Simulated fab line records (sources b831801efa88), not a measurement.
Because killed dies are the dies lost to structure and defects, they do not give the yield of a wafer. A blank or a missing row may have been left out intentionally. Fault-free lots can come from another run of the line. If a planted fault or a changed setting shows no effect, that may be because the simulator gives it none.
Which of the tools did it? + flow gf180mcu + Sampling: 14 lots, 42 wafers, 3 of 602 route steps

WHAT THE GAUGES SHOWED, per wafer
GF_TOP_METAL_OVL_MEAS_15.
| lot  | measured     | on         | TOP_METAL_OVL (nm) |
|------|--------------|------------|--------------------|
| L613 | day 28 20:53 | overlay-02 | -0.9 -1.7 -1.2     |
| L616 | day 30 08:37 | overlay-01 | 3.0 1.4 0.4        |
| L617 | day 30 12:25 | overlay-02 | -0.7 -0.7 1.3      |
| L621 | day 31 05:07 | overlay-02 | 0.5 -2.0 -2.0      |
| L624 | day 32 10:26 | overlay-02 | - - -              |
| L625 | day 32 10:34 | overlay-01 | - - -              |
| L626 | day 32 17:00 | overlay-01 | -0.9 -0.5 0.7      |
| L627 | day 33 01:16 | overlay-02 | -1.5 -0.2 -1.2     |
| L628 | day 33 13:07 | overlay-01 | -1.3 1.2 -0.9      |
| L629 | day 33 15:15 | overlay-01 | 0.0 1.0 1.4        |
| L631 | day 33 22:07 | overlay-02 | 0.6 -1.4 -0.4      |
| L632 | day 34 04:59 | overlay-01 | 0.5 2.1 0.5        |
| L633 | day 34 12:18 | overlay-02 | -1.0 -1.1 -1.4     |
| L634 | day 34 23:37 | overlay-01 | 0.4 0.8 0.1        |

EACH LOT AND THE TOOL THAT RAN IT (in order: tool; ch and the chambers of the sampled wafers; start)
| lot  | GF_V5_SPUTTER_22             | GF_TOP_METAL_EXPOSE_11              |
|------|------------------------------|-------------------------------------|
| L613 | pvd-sputter-01, day 28 00:10 | iline-stepper-01 ch 0, day 28 10:43 |
| L616 | pvd-sputter-01, day 29 13:22 | iline-stepper-01 ch 0, day 29 23:17 |
| L617 | pvd-sputter-01, day 29 16:52 | iline-stepper-02 ch 0, day 30 02:50 |
| L621 | pvd-sputter-01, day 30 10:23 | iline-stepper-02 ch 0, day 30 20:22 |
| L624 | pvd-sputter-01, day 31 16:01 | iline-stepper-02, day 32 02:06      |
| L625 | pvd-sputter-01, day 31 16:26 | iline-stepper-01, day 32 02:22      |
| L626 | pvd-sputter-01, day 31 23:48 | iline-stepper-01 ch 0, day 32 09:22 |
| L627 | pvd-sputter-03, day 32 07:37 | iline-stepper-02 ch 0, day 32 16:16 |
| L628 | pvd-sputter-01, day 32 19:49 | iline-stepper-01 ch 0, day 33 05:23 |
| L629 | pvd-sputter-01, day 32 23:17 | iline-stepper-01 ch 0, day 33 07:26 |
| L631 | pvd-sputter-03, day 33 05:32 | iline-stepper-01 ch 0, day 33 14:14 |
| L632 | pvd-sputter-01, day 33 12:46 | iline-stepper-02 ch 0, day 33 21:52 |
| L633 | pvd-sputter-04, day 33 19:23 | iline-stepper-01 ch 0, day 34 03:29 |
| L634 | pvd-sputter-03, day 34 08:31 | iline-stepper-01 ch 0, day 34 16:53 |
- GF_V5_SPUTTER_22: material TiN, target thk 10 nm, time 40 s.
- GF_TOP_METAL_EXPOSE_11: exposes mask MetalTop, target cd 440 nm.

WHAT THE TOOLS THEMSELVES READ (means of the sampled wafers that have a number; where no wafer has one, the mark that the record gives instead)
GF_V5_SPUTTER_22.
| lot  | tool           | throttle-valve-pct (%) |
|------|----------------|------------------------|
| L613 | pvd-sputter-01 | 29.2                   |
| L616 | pvd-sputter-01 | 28.6                   |
| L617 | pvd-sputter-01 | 28.1                   |
| L621 | pvd-sputter-01 | 29.6                   |
| L624 | pvd-sputter-01 | 30.3                   |
| L625 | pvd-sputter-01 | 30.5                   |
| L626 | pvd-sputter-01 | 28.3                   |
| L627 | pvd-sputter-03 | 30.7                   |
| L628 | pvd-sputter-01 | 29.8                   |
| L629 | pvd-sputter-01 | 30.0                   |
| L631 | pvd-sputter-03 | 30.5                   |
| L632 | pvd-sputter-01 | 29.9                   |
| L633 | pvd-sputter-04 | 29.7                   |
| L634 | pvd-sputter-03 | 30.8                   |

GF_TOP_METAL_EXPOSE_11.
| lot  | tool             | exposure-dose-mJ-cm2 | focus-offset-nm (nm) | reticle-temp-C (C) |
|------|------------------|----------------------|----------------------|--------------------|
| L613 | iline-stepper-01 | 170.53               | -0.3                 | 22.88              |
| L616 | iline-stepper-01 | 170.45               | -0.1                 | 23.02              |
| L617 | iline-stepper-02 | 170.61               | -0.5                 | 22.94              |
| L621 | iline-stepper-02 | 170.57               | -0.3                 | 23.05              |
| L624 | iline-stepper-02 | -                    | -                    | -                  |
| L625 | iline-stepper-01 | -                    | -                    | -                  |
| L626 | iline-stepper-01 | 170.53               | -0.9                 | 22.84              |
| L627 | iline-stepper-02 | 170.55               | 0.1                  | 22.99              |
| L628 | iline-stepper-01 | 170.52               | 0.1                  | 22.93              |
| L629 | iline-stepper-01 | 170.49               | -0.5                 | 23.02              |
| L631 | iline-stepper-01 | 170.68               | 0.4                  | 22.73              |
| L632 | iline-stepper-02 | 170.52               | -0.2                 | 23.02              |
| L633 | iline-stepper-01 | 170.52               | -0.4                 | 23.02              |
| L634 | iline-stepper-01 | 170.52               | -0.4                 | 23.09              |

THE ANSWER, worked out from the rows above alone
Rule: usual is defined by the lots themselves. Put in order of their means at a reading, lots are off if they are a third of the lots or fewer, leave a main group of 4 or more, and stand apart from it by a gap of 3 or more times the standard deviation of the main group's means; of several such gaps the widest counts. A main group is skipped when, at the precision printed for the reading in the tables above, its means are all equal. A lot without any number at a reading at which 4 lots or more have one is off too. Where the step has rows for the other lots, those lots are counted as sound. The gauges are gone through in route order, then the tools' own readings, and for those a lot's mean is taken as printed above. At the first step where some lot is off, the reading lying furthest off is the one used; lots without a number count as furthest.
Off: at GF_TOP_METAL_OVL_MEAS_15 (TOP_METAL_OVL), L624, L625. Without a number there: L624, L625. The main group: mean -0.1 nm, standard deviation 0.9.
A tool fits if, at a process step before that reading, it ran every lot that is off, and no sound lot after the first of them. Not tried: the gauges at GF_TOP_METAL_OVL_MEAS_15; whatever is off there is also off at GF_TOP_METAL_EXPOSE_11, on other tools, and gauge error can't account for it. Not one of the candidates tried fits.

WHAT THE SIMULATOR HAD PUT IN
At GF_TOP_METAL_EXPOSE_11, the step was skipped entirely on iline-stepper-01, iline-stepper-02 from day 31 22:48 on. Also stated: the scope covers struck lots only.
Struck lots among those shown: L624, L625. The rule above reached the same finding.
